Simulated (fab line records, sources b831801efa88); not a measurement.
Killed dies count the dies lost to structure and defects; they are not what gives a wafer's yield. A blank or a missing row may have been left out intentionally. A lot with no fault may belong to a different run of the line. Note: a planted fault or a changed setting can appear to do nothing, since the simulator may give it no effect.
8D (eight disciplines) problem report, filled in by code :: flow gf180mcu :: the parts of the form that need people (team, actions taken, sign-off) are left out

== 1. WHAT WENT WRONG ==
On 3 wafers of 1 lot, oes product au at GF_HV_LDD_STRIP_22 has a mean of 0.888 a.u.; fault-free wafers read 0.716 a.u., standard deviation 0.0047. Relative to the usual mean, that is a shift of +37 standard deviations.
The step: strips in O2/N2.
The first sign was on wafer L522.1 at day 15 22:40, on plasma asher-02. At this step, 39 wafers from 13 lots have a number in the record. By rule, "out" or "out of limits" means more than 4 standard deviations away from the usual mean. The other wafers with a number count as sound.

== 2. WHAT THIS IS AND IS NOT ==
question: which readings at this step
is: oes product au
is not: drypump motor current A, heater power w, platen temp c

question: which lots
is: L522
is not: L506, L507, L508, L509, L510, L511, L512, L513, L514, L515, L516, L517

question: which wafers of those lots
is: all that have a number
is not: -

question: read on which tools
is: plasma asher-02
is not: plasma asher-01, plasma asher-03

question: when
is: from day 15 22:40
is not: up to then (36 sound wafers)

== 3. THE SUSPECTS, EACH WITH WHAT RULES IT OUT ==
Counting: a tool at a process step up to the reading stays a suspect if it ran every lot that is out and no sound lot after the first of them.
- cmp-01 at GF_STI_CMP_25 (polishes, stops on Si3N4, t overpolish 33 s, target thk 524.6 nm): kept. It ran the lot that is out, L522 (day 5 14:07), and no sound lot after that; its last sound lot up to then is L517 (day 4 12:56).
- plasma asher-02 at GF_HV_LDD_STRIP_22 (strips in O2/N2): kept. It ran the lot that is out, L522 (day 15 22:40), and no sound lot after that; its last sound lot up to then is L515 (day 13 18:44). Its own oes product au readings are out on those wafers.
What counting leaves: cmp-01 at GF_STI_CMP_25 and plasma asher-02 at GF_HV_LDD_STRIP_22.

== 4. THE CAUSE (what the simulator had put in) ==
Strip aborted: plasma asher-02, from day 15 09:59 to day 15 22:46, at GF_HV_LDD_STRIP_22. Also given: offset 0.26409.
2 suspects survive the count, and this tool is in that group.

== 5. THE EFFECT CHAIN, in route order ==
Rows list readings where the struck wafers' mean (over those with a number) sits beyond 3 standard deviations from the usual. Scope: only readings with a usual standard deviation given in the record; hours: median across lots of the time from each lot's start at the first step in this table that gives one to its start at this step; sigmas: change in usual standard deviations.
hours: 0
step: GF_HV_LDD_STRIP_22
reading: oes product au
usual: 0.716 a.u.
on struck wafers: 0.888
change: +0.172
sigmas: +37
It contains these process steps:
- GF_HV_LDD_STRIP_22: strips in O2/N2.
Readings that are blank on the struck wafers while sound wafers have them: strip time to endpoint s at GF_HV_LDD_STRIP_22.
Later steps that measure or inspect, where all struck wafers having a row at the step show a number for every such reading and not one has moved that far: GF_V1_CD_MEAS_14, GF_V1_RS_MEAS_24.

== 6. HOW IT WOULD HAVE BEEN CAUGHT EARLIER ==
13 hours passed between the start of the fault at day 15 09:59 and the first reading out of limits in this record, taken at day 15 22:40.
